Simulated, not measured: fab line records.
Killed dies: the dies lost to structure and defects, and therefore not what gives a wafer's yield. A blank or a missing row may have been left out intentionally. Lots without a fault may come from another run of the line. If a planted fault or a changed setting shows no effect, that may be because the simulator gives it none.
Which tool is to blame?	flow gf180mcu	6 lots, 18 wafers sampled, at 3 steps of a route of 602

WHAT THE GAUGES READ, wafer by wafer
GF_V4_OVL_MEAS_15.
lot	measured	on	V4_OVL (nm)
L825	day 25 01:40	overlay-01	7 3 5
L828	day 25 16:49	overlay-02	2 4 4
L831	day 26 21:53	overlay-02	2 5 9
L835	day 28 10:43	overlay-01	-4 3 -6
L837	day 28 18:14	overlay-02	0 1 1
L845	day 31 10:04	overlay-02	-6 -7 -6

WHICH TOOL RAN EACH LOT (tool, then ch and the chambers of the sampled wafers, then the start)
lot	GF_M4_SPUTTER_00	GF_M4_SPUTTER_03
L825	pvd sputter-04, day 23 03:35	pvd sputter-04, day 23 03:44
L828	pvd sputter-04, day 23 21:11	pvd sputter-04, day 23 21:20
L831	pvd sputter-02, day 25 01:40	pvd sputter-02, day 25 01:49
L835	pvd sputter-04, day 26 16:26	pvd sputter-04, day 26 16:36
L837	pvd sputter-04, day 27 01:03	pvd sputter-04, day 27 01:13
L845	pvd sputter-03, day 29 20:35	pvd sputter-03, day 29 20:45
- GF_M4_SPUTTER_00: material Ti, target thk 37.5 nm, time 150 s.
- GF_M4_SPUTTER_03: material Ti, target thk 10 nm, time 6.7 s.

THE ANSWER, worked out from the rows above alone
Rule: what is usual is taken from the lots themselves. Put in order of their means at a reading, lots are off if they are a third of the lots or fewer, leave a main group of 4 or more, and stand apart from it by a gap of 3 or more times the standard deviation of the main group's means; of several such gaps the widest counts. A main group whose means are all the same, to the digits that the tables above print for the reading, isn't used. A lot without any number at a reading at which 4 lots or more have one is off too. Where the step has rows for the other lots, those lots are counted as sound.
Nothing can be told from this: no lot is off at any reading shown.

WHAT HAD BEEN PUT IN BY THE SIMULATOR
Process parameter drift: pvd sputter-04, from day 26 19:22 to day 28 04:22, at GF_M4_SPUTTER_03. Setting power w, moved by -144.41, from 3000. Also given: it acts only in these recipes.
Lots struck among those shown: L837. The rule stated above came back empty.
